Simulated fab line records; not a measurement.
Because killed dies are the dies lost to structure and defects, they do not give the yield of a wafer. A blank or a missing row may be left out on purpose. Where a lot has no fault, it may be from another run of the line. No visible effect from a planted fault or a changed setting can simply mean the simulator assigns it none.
fab line records | flow sky130 | part 2 of 2: steps 27 to 40 of 40
record: lots: 5 wafers: 15 last-day: 49
route steps=708 shown CAP2M@611 METAL4@621 VIA4@639
lots that met no fault: from a run of the same line without faults
start-h: start of the lot's first displayed wafer, in hours after the record's first day | wait-h: time in hours since the lot's previous step | " unchanged from the row above | L1.1+2: one row covering several wafers at once | - value missing, or start not given | * or withheld: withheld | < > ~ a bound
route shown NAME@n: a module of which the file shows steps, and the number in the route of the first | usual: mean/standard deviation taken from wafers without a fault | same: alike in all rows | chamber/n: place in a boat | sites: the reading at each site | _std_site: the standard deviation of these | _edge_site: mean of outer sites minus mean of inner sites | radius-mm: how far each site lies from the wafer's centre | mask NAME#n: copy n | behind: the tool/chamber that last shaped the wafer | hold: the reason the lot was held/the length of the hold in hours/how it ended | device: the n, p or np transistor that did not switch | end of line: at the end of the route, the tests of the same wafers | a step with no rows: only its recipe | killed: dies that structure and defects cost at the first sort, which is not the same as the wafer's yield | map: a wafer's dies, x killed, . not, _ none there
set.NAME: the run value of the setting; set.NAME@STEP: its run value at that earlier step | model.NAME: the simulator's own value behind a step, which no gauge read
certain route steps with their lots: each step a table, each wafer a row
services: the hour from which a tool's chamber was out of use, counted from the record's first day as start-h (under 0 if before that day), plus the number of hours and why
== steps ==
step: SKY_METAL4_CLEAN_21
recipe: chemistry: IPA time-s: 180 temp-c: 25
usual: temp-c: 25.02/0.096
columns lot.wafer tool chamber start-h wait-h temp-c
L076.3 wet-bench-03 0 993.00 0.0 24.90
L076.5 " 0 " " 25.07
L076.6 " 0 " " 25.04
L077.1 wet-bench-01 0 996.46 0.0 25.03
L077.2 " 0 " " 24.82
L077.3 " 0 " " 24.93
L078.1 wet-bench-01 2 1003.45 0.0 25.12
L078.2 " 2 " " 25.05
L078.3 " 2 " " 25.00
L085.4 wet-bench-03 2 1061.05 0.0 25.05
L085.5 " 2 " " 24.86
L085.6 " 2 " " 25.04
L090.2 wet-bench-01 0 1088.19 0.0 24.98
L090.3 " 0 " " 25.08
L090.5 " 0 " " 24.99
step: SKY_METAL4_CLEAN_22
recipe: chemistry: O3/DIW dry: n2-spin
columns lot.wafer tool chamber start-h wait-h
L076.3+5+6 wet-bench-02 2 993.06 0.0
L077.1+2+3 wet-bench-03 2 996.52 0.0
L078.1+2+3 wet-bench-03 2 1003.52 0.0
L085.4+5+6 wet-bench-02 1 1061.11 0.0
L090.2+3+5 wet-bench-01 1 1088.25 0.0
step: SKY_VIA4_HDPCVD_00
recipe: material: SiO2 target-thk-nm: 1750 sigma-open-frac: 0.3 time-s: 291.7 temp-c: 400 sih4-flow-sccm: 60 pressure-mtorr: 6
columns lot.wafer tool chamber start-h wait-h
L076.3+5+6 hdpcvd-02 2,0,2 993.15 0.0
L077.1+2+3 hdpcvd-02 0,1,2 996.61 0.0
L078.1+2+3 hdpcvd-02 2,1,0 1003.61 0.0
L085.4+5+6 hdpcvd-02 0,2,1 1061.29 0.1
L090.2+3+5 hdpcvd-02 0,2,0 1088.35 0.0
step: SKY_VIA4_THK_MEAS_01
recipe: reads: SiO2_of_VIA4_HDPCVD_00
usual: VIA4_HDPCVD_THK: 1757/20
columns lot.wafer tool chamber start-h wait-h VIA4_HDPCVD_THK[nm]
L076.3 film-metro-01 - 993.35 0.1 1783
L076.5 " - " " 1744
L076.6 " - " " 1768
L077.1 film-metro-02 - 996.79 0.1 1756
L077.2 " - " " 1712
L077.3 " - " " 1758
L078.1 film-metro-03 - 1003.79 0.1 1772
L078.2 " - " " 1739
L078.3 " - " " 1771
L085.4 film-metro-01 - 1061.41 0.0 1750
L085.5 " - " " 1773
L085.6 " - " " 1753
L090.2 film-metro-02 - 1088.54 0.1 1753
L090.3 " - " " 1730
L090.5 " - " " 1771
step: SKY_VIA4_CMP_02
recipe: material: SiO2 down-force-psi: 4 platen-rpm: 60 pad-velocity-m-s: 0.94248
usual: motor-current-A: 12.8/1.2
columns lot.wafer tool chamber start-h wait-h motor-current-A
L076.3 cmp-02 0 993.44 0.1 12.5
L076.5 " 3 " " 14.1
L076.6 " 0 " " 12.3
L077.3 cmp-02 0 997.00 0.2 12.3
L077.2 " 1 " " 11.3
L077.1 " 2 " " 11.9
L078.1 cmp-01 3 1003.85 0.1 12.6
L078.3 " 0 " " 11.7
L078.2 " 2 " " 14.6
L085.4 cmp-02 3 1061.44 0.0 14.0
L085.6 " 3 " " 13.2
L085.5 " 0 " " 13.3
L090.3 cmp-01 2 1090.41 1.8 15.6
L090.2 " 3 " " 12.8
L090.5 " 3 " " 13.3
step: SKY_VIA4_BOW_MEAS_03
recipe: mode: bow
usual: VIA4_BOW: 79/7.7
columns lot.wafer tool chamber start-h wait-h VIA4_BOW[um]
L076.3 film-metro-01 - 993.73 0.2 66
L076.5 " - " " 76
L076.6 " - " " 73
L077.1 film-metro-01 - 997.25 0.1 96
L077.2 " - " " 82
L077.3 " - " " 83
L078.1 film-metro-02 - 1004.15 0.2 77
L078.2 " - " " 77
L078.3 " - " " 90
L085.4 film-metro-02 - 1061.80 0.3 73
L085.5 " - " " 92
L085.6 " - " " 86
L090.2 film-metro-02 - 1090.73 0.2 87
L090.3 " - " " 76
L090.5 " - " " 73
step: SKY_VIA4_DEHYDRATE_04
recipe: temp-c: 200 time-s: 60
columns lot.wafer tool chamber start-h wait-h
L076.3+5+6 litho-track-03 0 1004.87 11.1
L077.1+2+3 litho-track-02 0 1008.78 11.5
L078.1+2+3 litho-track-03 0 1015.37 11.2
L085.4+5+6 litho-track-02 0 1071.51 9.7
L090.2+3+5 litho-track-02 0 1099.46 8.7
step: SKY_VIA4_HMDS_05
recipe: prime-time-s: 60 prime-temp-c: 120
usual: prime-temp-c: 119.98/0.14
columns lot.wafer tool chamber start-h wait-h prime-temp-c
L076.3 litho-track-03 0 1005.02 0.1 119.91
L076.5 " 0 " " 120.07
L076.6 " 0 " " 120.20
L077.1 litho-track-02 0 1008.93 0.1 120.17
L077.2 " 0 " " 120.02
L077.3 " 0 " " 120.14
L078.1 litho-track-03 0 1015.52 0.1 119.83
L078.2 " 0 " " 119.86
L078.3 " 0 " " 119.79
L085.4 litho-track-02 0 1071.66 0.1 120.17
L085.5 " 0 " " 119.92
L085.6 " 0 " " 120.00
L090.2 litho-track-02 0 1099.61 0.1 120.01
L090.3 " 0 " " 120.07
L090.5 " 0 " " 120.06
step: SKY_VIA4_COAT_06
recipe: resist: NOVOLAK spin-rpm: 3000 resist-thk-nm: 1140
usual: dispense-pressure-kPa: 51/5.5
columns lot.wafer tool chamber start-h wait-h dispense-pressure-kPa
L076.3 litho-track-03 0 1005.17 0.1 46
L076.5 " 0 " " 46
L076.6 " 0 " " 46
L077.1 litho-track-02 0 1009.08 0.1 48
L077.2 " 0 " " 48
L077.3 " 0 " " 48
L078.1 litho-track-03 0 1015.67 0.1 46
L078.2 " 0 " " 46
L078.3 " 0 " " 46
L085.4 litho-track-02 0 1071.81 0.1 48
L085.5 " 0 " " 48
L085.6 " 0 " " 48
L090.2 litho-track-02 0 1099.76 0.1 48
L090.3 " 0 " " 48
L090.5 " 0 " " 48
step: SKY_VIA4_SOFTBAKE_07
recipe: temp-c: 90 time-s: 60 resist: NOVOLAK
columns lot.wafer tool chamber start-h wait-h
L076.3+5+6 litho-track-03 0 1005.32 0.1
L077.1+2+3 litho-track-02 0 1009.23 0.1
L078.1+2+3 litho-track-03 0 1015.82 0.1
L085.4+5+6 litho-track-02 0 1071.96 0.1
L090.2+3+5 litho-track-02 0 1099.91 0.1
step: SKY_VIA4_EXPOSE_08
recipe: mask-id: VIM4 na: 0.6 source-shape: conventional sigma-outer: 0.6 polarization: unpolarized target-cd-nm: 800 dose-mj: 132
columns lot.wafer tool chamber start-h wait-h mask
L076.3+5+6 iline-stepper-02 0 - - VIM4#0
L077.1+2+3 iline-stepper-01 0 - - VIM4#0
L078.1+2+3 iline-stepper-01 0 - - VIM4#0
L085.4+5+6 iline-stepper-01 0 - - VIM4#0
L090.2+3+5 iline-stepper-02 0 - - VIM4#0
step: SKY_VIA4_PEB_09
recipe: temp-c: withheld time-s: * resist: NOVOLAK
columns lot.wafer tool chamber start-h wait-h
L076.3+5+6 litho-track-04 0 - -
L077.1+2+3 litho-track-03 0 - -
L078.1+2+3 litho-track-04 0 - -
L085.4+5+6 litho-track-02 0 - -
L090.2+3+5 litho-track-04 0 - -
step: SKY_VIA4_DEVELOP_10
recipe: resist: NOVOLAK developer: TMAH develop-time-s: 60 dev-temp-c: 23
columns lot.wafer tool chamber start-h wait-h
L076.3+5+6 litho-track-04 0 1017.04 0.1
L077.1+2+3 litho-track-03 0 1020.22 0.1
L078.1+2+3 litho-track-04 0 1026.89 0.1
L085.4+5+6 litho-track-02 0 1082.86 0.1
L090.2+3+5 litho-track-04 0 1110.51 0.1
step: SKY_VIA4_OVL_MEAS_11
usual: VIA4_OVL: 2.0/1.4
columns lot.wafer tool chamber start-h wait-h VIA4_OVL[nm]
L076.3 overlay-01 - 1017.15 0.1 5.3
L076.5 " - " " 3.8
L076.6 " - " " 3.1
L077.1 overlay-01 - 1020.37 0.1 3.0
L077.2 " - " " 2.7
L077.3 " - " " 2.2
L078.1 overlay-02 - 1027.04 0.1 1.9
L078.2 " - " " 1.3
L078.3 " - " " -0.2
L085.4 overlay-02 - 1082.95 0.1 1.0
L085.5 " - " " 2.1
L085.6 " - " " 0.4
L090.2 overlay-01 - 1110.64 0.1 3.8
L090.3 " - " " 3.9
L090.5 " - " " 2.0
== services ==
columns tool chamber start-h hours kind
plasma-asher-01 - 936.81 3.9 repair
cmp-02 - 940.39 0.5 repair
plasma-asher-04 - 964.67 3.0 repair
rie-diel-03 - 964.78 6.4 repair
krf-scanner-01 - 984.64 1.0 pm
iline-stepper-01 - 1010.44 0.7 repair
krf-scanner-01 - 1027.29 4.4 pm
iline-stepper-01 - 1029.78 1.7 pm
rie-diel-03 - 1040.27 28.1 pm
krf-scanner-01 - 1057.18 4.7 repair
krf-scanner-01 - 1064.11 1.3 pm
cmp-02 - 1067.79 0.4 repair
rie-diel-03 - 1071.06 0.5 repair
iline-stepper-02 - 1075.85 1.7 pm
wet-bench-01 - 1079.11 1.9 pm
iline-stepper-01 - 1079.33 4.4 pm
krf-scanner-01 - 1079.61 0.8 pm
rie-metal-01 - 1081.80 28.1 pm
cmp-02 - 1084.07 4.0 pm
cmp-02 - 1085.39 1.3 repair
krf-scanner-01 - 1091.80 3.6 pm
rie-diel-03 - 1093.69 0.2 repair
rie-diel-03 - 1094.72 0.2 repair
cmp-02 - 1095.07 1.1 repair
